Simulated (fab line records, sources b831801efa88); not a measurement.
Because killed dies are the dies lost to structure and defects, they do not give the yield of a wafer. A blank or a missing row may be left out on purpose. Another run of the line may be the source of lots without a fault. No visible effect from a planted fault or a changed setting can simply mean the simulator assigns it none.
fab line records    flow sky130
[record] lots = 5  wafers = 14  last_day = 50
route steps=708 shown POLY_GATE@219 PAD_OPEN@708
lots with no fault: from the same line, run without faults
start_h: hours from the record's opening day to when the first of the lot's shown wafers began    wait_h: hours elapsed since this lot's preceding step    " repeats the value in the row above    L1.1+2: a single row standing in for several wafers    - value missing, or start not given    * or withheld: withheld    < > ~ a bound
route shown NAME@n: names a module that has steps shown in the file, with the first one's number in the route    usual: the fault-free wafers' mean and standard deviation    same: alike in all rows    chamber/n: place in a boat    sites: readings site by site    _std_site: their standard deviation    _edge_site: mean of outer sites minus mean of inner sites    radius_mm: for every site, how far away it sits from the centre of the wafer    mask NAME#n: copy n    behind: the tool/chamber that last shaped the wafer    hold: cause of the lot's hold/its duration in hours/its outcome    device: the transistor (n, p or np) that didn't switch    end of line: tests run on the same wafers once the route is complete    a step with no rows: only its recipe    killed: the dies lost at the first sort to structure and to defects; this is not the yield of the wafer    map: a wafer's dies, marking killed ones x, the rest . and places with no die _
set.NAME: setting as actually run; set.NAME@STEP: the setting as run at that earlier step    model.NAME: the simulator's own value behind a step, which no gauge read
lots seen at some steps along the route; tables by step, rows by wafer
services: a tool's chamber out of use, with start hour (start_h, from the record's first day; less than 0 if before it), hours out, and reason
[[steps]]
[step SKY_POLY_GATE_DEHYDRATE_05]
[recipe] temp_c = 200  time_s = 60
[step SKY_POLY_GATE_HMDS_06]
[recipe] prime_time_s = 60  prime_temp_c = 120
[step SKY_POLY_GATE_COAT_07]
[recipe] resist = BARC  temp_c = withheld  time_s = withheld  spin_rpm = 3000  resist_thk_nm = 110
[step SKY_POLY_GATE_COAT_08]
[recipe] resist = KrF-thick  spin_rpm = 3000  resist_thk_nm = 450
[step SKY_POLY_GATE_SOFTBAKE_09]
[recipe] temp_c = 100  time_s = 90  resist = KrF-thick
[step SKY_POLY_GATE_EXPOSE_10]
[recipe] mask_id = P1M  na = 0.68  source_shape = conventional  sigma_outer = 0.6  target_cd_nm = 150  dose_mj = 28
[step SKY_POLY_GATE_PEB_11]
[recipe] peb_temp_c = withheld  peb_time_s = withheld  resist = KrF-thick
[step SKY_POLY_GATE_DEVELOP_12]
[recipe] develop_time_s = 60  resist = KrF-thick  dev_temp_c = 21
[step SKY_POLY_GATE_CD_MEAS_13]
[recipe] target_cd_nm = 150
[usual] cd_nm = 149.9/1.1
lot.wafer  tool       chamber  start_h  wait_h  cd_nm
L622.1     cd_sem-01  -        402.22   -       150.6
L622.3     "          -        "        "       151.3
L622.6     "          -        "        "       151.7
L623.1     cd_sem-01  -        420.08   -       151.7
L623.3     "          -        "        "       149.5
L623.6     "          -        "        "       151.7
L632.2     cd_sem-02  -        492.99   -       146.5
L632.3     "          -        "        "       148.4
L639.1     cd_sem-02  -        554.17   -       150.0
L639.2     "          -        "        "       150.5
L639.3     "          -        "        "       149.4
L641.2     cd_sem-01  -        568.74   -       149.8
L641.3     "          -        "        "       149.6
L641.5     "          -        "        "       149.9
[step SKY_POLY_GATE_OVL_MEAS_14]
[usual] POLY_GATE_OVL = 3/6.4
lot.wafer  tool        chamber  start_h  wait_h  POLY_GATE_OVL[nm]
L622.1     overlay-01  -        402.34   0.1     1
L622.3     "           -        "        "       4
L622.6     "           -        "        "       -3
L623.1     overlay-02  -        420.20   0.1     2
L623.3     "           -        "        "       10
L623.6     "           -        "        "       3
L632.2     overlay-02  -        493.10   0.1     10
L632.3     "           -        "        "       9
L639.1     overlay-01  -        554.29   0.1     -1
L639.2     "           -        "        "       0
L639.3     "           -        "        "       3
L641.2     overlay-01  -        568.85   0.1     8
L641.3     "           -        "        "       2
L641.5     "           -        "        "       8
[step SKY_POLY_GATE_ETCH_15]
[recipe] chemistry = N2/H2  target = BARC  ion_energy_ev = 200  source_w = 500  bias_w = 100  pressure_mtorr = 30  n2_flow_sccm = 100  h2_flow_sccm = 200  stop_on = SiO2  time_s = 118.5  target_depth_a = 1100
[usual] drypump_motor_current_A = 6.0/0.53  oes_product_au = 0.716/0.0042  run_length_s = 147.0/0.45  throttle_valve_pct = 13.213/0.0092
lot.wafer  tool         chamber  start_h  wait_h  drypump_motor_current_A  oes_product_au  rf_hours_counter_h  run_length_s  throttle_valve_pct
L622.1     rie_diel-03  3        402.37   0.0     5.9                      0.714           40                  147.3         13.207
L622.3     "            1        "        "       5.7                      0.721           3                   147.3         13.221
L622.6     "            0        "        "       4.8                      0.715           -                   147.0         13.205
L623.1     rie_diel-04  3        420.24   0.0     6.6                      0.715           75                  147.1         13.205
L623.3     "            1        "        "       6.7                      0.714           17                  147.3         13.219
L623.6     "            0        "        "       6.4                      0.726           -                   146.3         13.202
L632.2     rie_diel-03  0        493.13   0.0     4.8                      0.717           16                  147.0         13.235
L632.3     "            3        "        "       5.9                      0.723           42                  147.2         13.209
L639.1     rie_diel-03  0        554.33   0.0     4.8                      0.717           17                  147.6         13.205
L639.2     "            3        "        "       5.9                      0.716           43                  147.9         13.204
L639.3     "            2        "        "       6.0                      0.715           52                  146.7         13.204
L641.2     rie_diel-02  3        568.88   0.0     6.1                      0.716           54                  146.7         13.204
L641.3     "            2        "        "       6.0                      0.716           12                  147.1         13.203
L641.5     "            3        "        "       6.1                      0.715           -                   146.6         13.211
[step SKY_POLY_GATE_ETCH_16]
[recipe] stop_on = poly-Si  chemistry = CH3F/O2  target = Si3N4  source_w = 400  bias_w = 80  pressure_mtorr = 25  ch3f_flow_sccm = 40  O2_flow_sccm = 30  time_s = 147.5  target_depth_a = 750
[usual] ch3f_flow_sccm = 40.03/0.11  drypump_motor_current_A = 6.0/0.53  oes_product_au = 0.640/0.0056  run_length_s = 176.1/0.41  throttle_valve_pct = 10.535/0.0094
lot.wafer  tool         chamber  start_h  wait_h  ch3f_flow_sccm  drypump_motor_current_A  oes_product_au  rf_hours_counter_h  run_length_s  throttle_valve_pct
L622.1     rie_diel-03  3        402.45   0.0     40.10           5.9                      0.635           40                  176.5         10.541
L622.3     "            1        "        "       39.97           5.7                      0.642           3                   176.4         10.535
L622.6     "            0        "        "       39.98           4.8                      0.633           -                   176.3         10.528
L623.1     rie_diel-04  3        420.32   0.0     40.02           6.7                      0.639           75                  176.4         10.529
L623.3     "            1        "        "       40.09           6.7                      0.642           17                  176.2         10.547
L623.6     "            0        "        "       39.92           6.3                      0.638           -                   175.6         10.535
L632.2     rie_diel-03  0        493.21   0.0     39.99           4.8                      0.641           16                  176.2         10.528
L632.3     "            3        "        "       39.99           5.9                      0.632           42                  176.4         10.535
L639.1     rie_diel-03  0        554.41   0.0     39.92           4.8                      0.643           17                  176.2         10.549
L639.2     "            3        "        "       39.76           5.9                      0.638           43                  176.2         10.529
L639.3     "            2        "        "       40.22           6.0                      0.639           52                  175.5         10.548
L641.2     rie_diel-02  3        568.96   0.0     40.17           6.1                      0.641           54                  175.8         10.527
L641.3     "            2        "        "       40.06           5.9                      0.644           12                  175.6         10.545
L641.5     "            3        "        "       39.97           6.1                      0.644           -                   175.6         10.533
[step SKY_POLY_GATE_ETCH_17]
[recipe] target_depth_nm = 180  stop_on = SiO2  over_etch_frac = 0.56667  chemistry = HBr/Cl2  target = poly-Si  icp_w = 400  bias_w = 100  pressure_mtorr = 10  HBr_flow_sccm = 150  Cl2_flow_sccm = 50  time_s = 70.5
[usual] HBr_flow_sccm = 150.0/0.44  drypump_motor_current_A = 5.7/0.38  oes_product_au = 0.991/0.0063  run_length_s = 98.9/0.39  throttle_valve_pct = 33.685/0.0081
lot.wafer  tool       chamber  start_h  wait_h  HBr_flow_sccm  drypump_motor_current_A  oes_product_au  rf_hours_counter_h  run_length_s  throttle_valve_pct  model.KrF-thick_of_POLY_GATE_COAT_08.thk_nm  model.POLY_GATE.feature_depth_nm  model.SiO2_of_SONOS_ONO_CVD_04.thk_nm
L622.1     rie_si-02  3        402.55   0.0     149.5          5.2                      0.987           63                  99.6          33.684              143.9                                        179                               4.234
L622.3     "          2        "        "       150.4          5.8                      0.980           61                  98.5          33.697              137.6                                        178                               4.279
L622.6     "          3        "        "       148.9          5.3                      0.980           -                   99.1          33.675              140.2                                        178.2                             4.14
L623.1     rie_si-01  0        420.42   0.0     150.2          5.6                      0.987           6                   98.2          33.680              140.8                                        178.5                             4.111
L623.3     "          3        "        "       149.8          6.0                      0.989           5                   99.2          33.679              139.8                                        178.8                             4.188
L623.6     "          1        "        "       149.5          4.9                      0.988           -                   99.0          33.684              138.6                                        180.4                             4.105
L632.2     rie_si-01  0        493.31   0.0     150.3          5.7                      0.844           6                   116.3         33.703              118.2                                        181.3                             3.133
L632.3     "          2        "        "       150.0          6.1                      0.995           1                   99.2          33.682              144.6                                        179.1                             3.869
L639.1     rie_si-02  2        554.51   0.0     150.0          5.8                      0.987           0                   98.4          33.677              141.9                                        179.3                             4.167
L639.2     "          1        "        "       150.1          6.1                      0.990           4                   99.4          33.674              140.7                                        180.4                             4.215
L639.3     "          3        "        "       149.6          5.2                      0.998           0                   99.2          33.696              139.4                                        178.7                             4.115
L641.2     rie_si-02  3        569.06   0.0     150.2          5.2                      0.984           0                   99.8          33.688              141.3                                        177.5                             4.035
L641.3     "          0        "        "       150.2          5.6                      0.989           4                   99.0          33.687              139.9                                        179                               4.023
L641.5     "          3        "        "       149.4          5.2                      0.978           -                   99.4          33.681              140.6                                        178.3                             4.089
[step SKY_POLY_GATE_STRIP_18]
[recipe] chemistry = O2/N2  power_w = 1400  pressure_mtorr = 1500  platen_temp_c = withheld  o2_flow_sccm = 3000  n2_flow_sccm = 300  overash_fraction = 0.5
[usual] drypump_motor_current_A = 6.0/0.48  oes_product_au = 0.360/0.005  strip_time_to_endpoint_s = 3.17/0.032
[same] overash_fraction = 0.5
lot.wafer  tool             chamber  start_h  wait_h  drypump_motor_current_A  oes_product_au  rf_hours_counter_h  strip_time_to_endpoint_s
L622.1     plasma_asher-02  0        402.61   0.0     5.6                      0.368           74                  3.20
L622.3     "                1        "        "       5.4                      0.350           -                   3.14
L622.6     "                0        "        "       5.6                      0.356           -                   3.16
L623.1     plasma_asher-01  0        420.47   0.0     6.6                      0.363           72                  3.16
L623.3     "                0        "        "       6.6                      0.365           -                   3.17
L623.6     "                0        "        "       6.6                      0.366           -                   3.14
L632.2     plasma_asher-02  0        493.36   0.0     5.6                      0.356           84                  2.94
L632.3     "                1        "        "       5.4                      0.364           -                   3.24
L639.1     plasma_asher-02  0        554.56   0.0     5.6                      0.358           89                  3.18
L639.2     "                1        "        "       5.4                      0.369           89                  3.17
L639.3     "                1        "        "       5.4                      0.360           -                   3.17
L641.2     plasma_asher-03  0        569.11   0.0     6.7                      0.361           41                  3.19
L641.3     "                0        "        "       6.7                      0.360           -                   3.17
L641.5     "                0        "        "       6.7                      0.367           -                   3.16
[step SKY_POLY_GATE_CLEAN_19]
[recipe] chemistry = SC1/SC2  mix = 1:4:20  temp_c = 70  time_s = 150  dry = n2_spin
[step SKY_PAD_OPEN_PROBE_99]
[usual] killed_at_M0_to_M3 = 42/7.3  killed_at_M4_up = 3.2/1.8  killed_at_contacts = 25/5.2  killed_at_front_end = 15/4.6  killed_at_other = 0.3/0.62  killed_dies = 85/9.9  killed_open = 46/7.1  killed_short = 38/5.7
[same] gross_dies = 492  killed_at_back_side = 0
lot.wafer  tool       chamber  start_h  wait_h  killed_at_M0_to_M3  killed_at_M4_up  killed_at_contacts  killed_at_front_end  killed_at_other  killed_dies  killed_open  killed_short  model.etest.tip_sonos.rs_ohm_sq  model.etest.tip_n.rs_ohm_sq  model.etest.res_pdiff_hv.rs_ohm_sq
L622.1     prober-02  -        1096.04  0.1     61                  3                28                  13                   0                105          55           50            2692                             444.9                        188.2
L622.3     prober-02  -        1096.14  0.2     44                  1                28                  9                    1                83           43           39            2661                             445.6                        189
L622.6     prober-02  -        1096.29  0.2     38                  5                26                  17                   0                86           45           41            2696                             441.8                        189.1
L623.1     prober-01  -        1110.79  0.1     58                  1                25                  11                   1                96           55           41            2698                             438                          191.2
L623.3     prober-01  -        1110.89  0.2     43                  8                30                  11                   0                92           55           35            2708                             439.4                        190.3
L623.6     prober-01  -        1111.04  0.2     42                  3                30                  10                   1                86           41           44            2697                             438.5                        189.8
L632.2     prober-02  -        1154.97  0.1     33                  0                25                  16                   0                74           39           35            2538                             429                          189.1
L632.3     prober-02  -        1155.02  0.2     34                  7                30                  13                   0                84           52           32            2754                             443.1                        191.9
L639.1     prober-01  -        1191.67  0.1     31                  2                21                  11                   0                65           37           28            2717                             438.8                        189.7
L639.2     prober-01  -        1191.72  0.1     42                  2                25                  14                   0                83           43           40            2724                             443.2                        191
L639.3     prober-01  -        1191.77  0.2     27                  3                31                  10                   2                73           43           30            2739                             444.5                        189.4
L641.2     prober-01  -        1197.10  0.1     49                  2                23                  15                   0                89           59           30            2564                             443.8                        192.6
L641.3     prober-01  -        1197.15  0.2     38                  5                17                  15                   0                75           37           38            2564                             439.7                        193.3
L641.5     prober-01  -        1197.25  0.2     42                  3                29                  14                   0                88           51           37            2542                             442.3                        193.1
// killed by level:class
L622.1 VIA1:geometric_particle:open=15 CONTACT:geometric_particle:open=10 VIA2:geometric_particle:open=8 METAL1:geometric_particle:short=8 VIA1:geometric_particle:short=7 FIELD_ISO:geometric_particle:short=6 LI_CONTACT:geometric_particle:open=6 CONTACT:geometric_particle:short=5
L622.3 LI_CONTACT:geometric_particle:open=7 CONTACT:geometric_particle:open=7 VIA3:geometric_particle:open=7 METAL1:geometric_particle:short=6 VIA1:geometric_particle:open=6 VIA2:geometric_particle:open=6 FIELD_ISO:geometric_particle:short=5 METAL2:geometric_particle:short=4
L622.6 VIA1:geometric_particle:open=11 CONTACT:geometric_particle:open=9 LI_CONTACT:geometric_particle:open=7 FIELD_ISO:geometric_particle:short=5 CONTACT:geometric_particle:short=5 VIA1:geometric_particle:short=5 VIA3:geometric_particle:open=5 FIELD_ISO:geometric_particle:open=4
L623.1 VIA1:geometric_particle:open=14 CONTACT:geometric_particle:open=13 VIA3:geometric_particle:open=11 METAL1:geometric_particle:short=7 VIA2:geometric_particle:open=7 METAL2:geometric_particle:short=6 VIA1:geometric_particle:short=5 SPACER:geometric_particle:short=4
L623.3 VIA1:geometric_particle:open=13 LI_CONTACT:geometric_particle:open=11 VIA2:geometric_particle:open=8 FIELD_ISO:geometric_particle:open=5 CONTACT:geometric_particle:short=5 METAL2:geometric_particle:short=5 METAL4:geometric_particle:short=5 LOCAL_INTERCONNECT:geometric_particle:short=4
L623.6 VIA1:geometric_particle:open=11 CONTACT:geometric_particle:open=8 LI_CONTACT:geometric_particle:open=7 LI_CONTACT:geometric_particle:short=6 VIA1:geometric_particle:short=6 METAL1:geometric_particle:short=5 CONTACT:geometric_particle:short=5 VIA2:geometric_particle:open=5
L632.2 VIA1:geometric_particle:open=11 CONTACT:geometric_particle:open=7 LI_CONTACT:geometric_particle:short=6 FIELD_ISO:geometric_particle:short=5 POLY_GATE:geometric_particle:open=5 CONTACT:geometric_particle:short=5 METAL2:geometric_particle:short=5 POLY_GATE:geometric_particle:short=4
L632.3 VIA1:geometric_particle:open=14 CONTACT:geometric_particle:open=11 LI_CONTACT:geometric_particle:open=7 METAL4:geometric_particle:short=6 LOCAL_INTERCONNECT:geometric_particle:short=5 METAL2:geometric_particle:short=5 FIELD_ISO:geometric_particle:short=4 LOCAL_INTERCONNECT:geometric_particle:open=4
L639.1 VIA2:geometric_particle:open=7 LI_CONTACT:geometric_particle:open=6 CONTACT:geometric_particle:open=6 VIA1:geometric_particle:open=5 POLY_GATE:geometric_particle:open=4 METAL3:geometric_particle:short=4 METAL2:geometric_particle:short=4 CONTACT:geometric_particle:short=3
L639.2 CONTACT:geometric_particle:open=12 LI_CONTACT:geometric_particle:open=7 VIA1:geometric_particle:open=7 VIA2:geometric_particle:open=7 FIELD_ISO:geometric_particle:short=6 METAL1:geometric_particle:short=6 VIA1:geometric_particle:short=5 CONTACT:geometric_particle:short=4
L639.3 LI_CONTACT:geometric_particle:open=9 CONTACT:geometric_particle:short=8 CONTACT:geometric_particle:open=7 VIA3:geometric_particle:open=7 VIA2:geometric_particle:open=6 METAL1:geometric_particle:short=4 VIA1:geometric_particle:short=4 FIELD_ISO:geometric_particle:open=3
L641.2 VIA1:geometric_particle:open=15 CONTACT:geometric_particle:open=9 VIA2:geometric_particle:open=9 LI_CONTACT:geometric_particle:open=8 VIA1:geometric_particle:short=5 POLY_GATE:geometric_particle:open=4 POLY_GATE:geometric_particle:short=4 CONTACT:geometric_particle:short=4
L641.3 CONTACT:geometric_particle:open=6 VIA1:geometric_particle:open=6 VIA3:geometric_particle:open=6 VIA2:geometric_particle:open=5 METAL1:geometric_particle:short=5 VIA1:geometric_particle:short=5 FIELD_ISO:geometric_particle:open=4 SPACER:geometric_particle:short=4
L641.5 CONTACT:geometric_particle:open=14 VIA1:geometric_particle:open=9 VIA2:geometric_particle:open=7 VIA3:geometric_particle:open=6 FIELD_ISO:geometric_particle:short=5 VIA2:geometric_particle:short=5 LI_CONTACT:geometric_particle:short=4 LI_CONTACT:geometric_particle:open=4
[[services]]
tool             chamber  start_h  hours  kind
rie_diel-03      -        404.35   0.9    repair
plasma_asher-01  -        421.25   9.0    pm
plasma_asher-01  -        430.25   2.8    pm
rie_diel-04      3        450.80   2.7    repair
rie_si-02        3        467.02   -      clean
rie_si-02        3        467.02   27.1   scheduled_down
rie_si-02        3        467.02   27.1   vent_cycle
plasma_asher-03  -        478.63   11.4   repair
plasma_asher-03  -        491.73   2.8    pm
rie_diel-03      2        493.86   2.8    repair
rie_si-02        2        494.08   -      clean
rie_si-02        2        494.08   28.2   scheduled_down
rie_si-02        2        494.08   28.2   vent_cycle
rie_diel-04      0        505.38   2.5    repair
rie_si-01        2        507.24   4.3    repair
plasma_asher-02  -        513.52   2.8    pm
rie_si-01        -        515.18   0.3    repair
rie_diel-03      -        516.44   15.6   pm
rie_diel-03      2        538.18   5.4    repair
rie_si-02        2        548.18   5.6    repair
rie_diel-02      1        550.27   -      clean
rie_diel-04      3        550.43   10.3   repair
plasma_asher-03  -        553.36   14.6   pm
plasma_asher-02  -        563.16   2.7    repair
[[key]]
[first_sign] step = SKY_POLY_GATE_ETCH_17  reading = run_length_s  direction = up  sigmas = 45  usual = *  struck = *
[effect] step = SKY_POLY_GATE_ETCH_17  reading = oes_product_au  direction = down  sigmas = 23  usual = 0.991  struck = 0.844
[effect] step = SKY_POLY_GATE_STRIP_18  reading = strip_time_to_endpoint_s  direction = down  sigmas = 7  usual = *  struck = *
[model_effect] step = SKY_POLY_GATE_ETCH_17  value = KrF-thick_of_POLY_GATE_COAT_08.thk_nm  without = 142.4  struck = 118.2
[model_effect] step = SKY_PAD_OPEN_PROBE_99  value = etest.tip_sonos.rs_ohm_sq  without = 2728  struck = 2538
met_at SKY_POLY_GATE_ETCH_17
struck_wafers L632.2
tester_left_out L632
onset_between 420.42 493.31
[fault] kind = process_parameter_drift  tool = rie_si-01  chamber = -  onset_h = 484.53  steps = SKY_POLY_GATE_ETCH_17  channel = time_s  offset = *  shape = step  end_h = 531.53  scope = struck_wafers_only  acts_in = *  stated = *
// tester_left_out: of these lots the tester's yield and bins aren't shown, on N5 and GAA mostly nor the transistor test; their killed dies are dies lost to structure and defects alone, not to doping, threshold or leakage, so they don't give the yield
